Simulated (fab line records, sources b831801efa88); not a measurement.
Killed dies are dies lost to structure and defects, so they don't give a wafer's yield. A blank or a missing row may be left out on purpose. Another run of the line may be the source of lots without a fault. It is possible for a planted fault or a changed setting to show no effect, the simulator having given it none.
Code-filled problem report in 8D (eight disciplines) form | flow gf180mcu | the parts of the form that need people (team, actions taken, sign-off) are left out

== 1. THE PROBLEM ==
Across 2 wafers from 2 lots, SALICIDE_TIN_THK at GF_SALICIDE_THK_MEAS_05 averages 21.54 nm, while fault-free wafers read 20.22 nm with a standard deviation of 0.27. That is +4.9 standard deviations from the usual mean.
The step: measures by xrf.
The first sign was on wafer L394.2 at day 18 00:32, on film_metro-03. Wafers with a number at this step in the record: 39, from 13 lots. Rule for "out", or "out of limits": more than 4 standard deviations from the usual mean. The other wafers with a number count as sound.

== 2. WHAT IT IS, WHAT IT ISN'T ==
question                    | is                           | is not
which readings at this step | SALICIDE_TIN_THK             | -
which lots                  | L394, L396                   | L386, L387, L389, L390, L391, L393, L405, L406, L407, L408, L409
which wafers of those lots  | L394.2, L396.5               | L394.5, L394.6, L396.2, L396.6
read on which gauges        | film_metro-01, film_metro-03 | film_metro-04
when                        | from day 18 00:32            | up to then (20 sound wafers); but 17 sound wafers of L396, L405, L406, L407, L408, L409 came after

== 3. WHAT RULES OUT EACH SUSPECT ==
Counting: if a tool at a process step up to the reading ran every lot that is out, it stays a suspect. Sound lots after the first of them don't rule it out here, since some wafers of a struck lot are sound.
- the gauge at GF_SALICIDE_THK_MEAS_05: ruled out. 2 gauges (film_metro-01, film_metro-03) read the wafers that are out.
- pvd_sputter-04 at GF_SALICIDE_SPUTTER_03 (material TiN, target thk 20 nm, time 16.7 s): kept. Every lot that is out went through it, the first being L394 (day 18 00:23); the last sound lot it ran before that was L393 (day 17 14:02).
The count leaves pvd_sputter-04 at GF_SALICIDE_SPUTTER_03.

== 4. THE CAUSE (what the simulator had put in) ==
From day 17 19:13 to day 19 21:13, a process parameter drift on pvd_sputter-04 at GF_SALICIDE_SPUTTER_03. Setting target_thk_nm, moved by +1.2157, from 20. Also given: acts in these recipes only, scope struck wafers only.
This tool alone remained once counting was done.

== 5. SEQUENCE OF EFFECTS, ordered by route ==
One row per reading whose mean, taken over the struck wafers that have a number, lies over 3 standard deviations from the usual. Scope: only readings with a usual standard deviation given in the record; hours: median across lots of the time from each lot's start at the first step in this table that gives one to its start at this step; sigmas: change in usual standard deviations.
hours | step                    | reading          | usual    | on struck wafers | change | sigmas
0     | GF_SALICIDE_THK_MEAS_05 | SALICIDE_TIN_THK | 20.22 nm | 21.54            | +1.32  | +4.9
Later steps that measure or inspect, where all struck wafers having a row at the step show a number for every such reading and not one has moved that far: GF_CONTACT_BOW_MEAS_05, GF_M1_CD_MEAS_14.

== 6. HOW IT WOULD HAVE BEEN CAUGHT EARLIER ==
Counted from the fault's start at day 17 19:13, it took 5 hours until the first out-of-limits reading at a measuring or inspecting step in this record, taken at day 18 00:32.
No tool reading at GF_SALICIDE_SPUTTER_03 that has a usual standard deviation in the record was out on any struck wafer, so an alarm limit of 4 standard deviations on those readings would not have fired.
Among the 2 lots that are out, L396 began GF_SALICIDE_SPUTTER_03 on pvd_sputter-04 after day 18 00:32. Had the tool been put on hold then, it would have been spared.
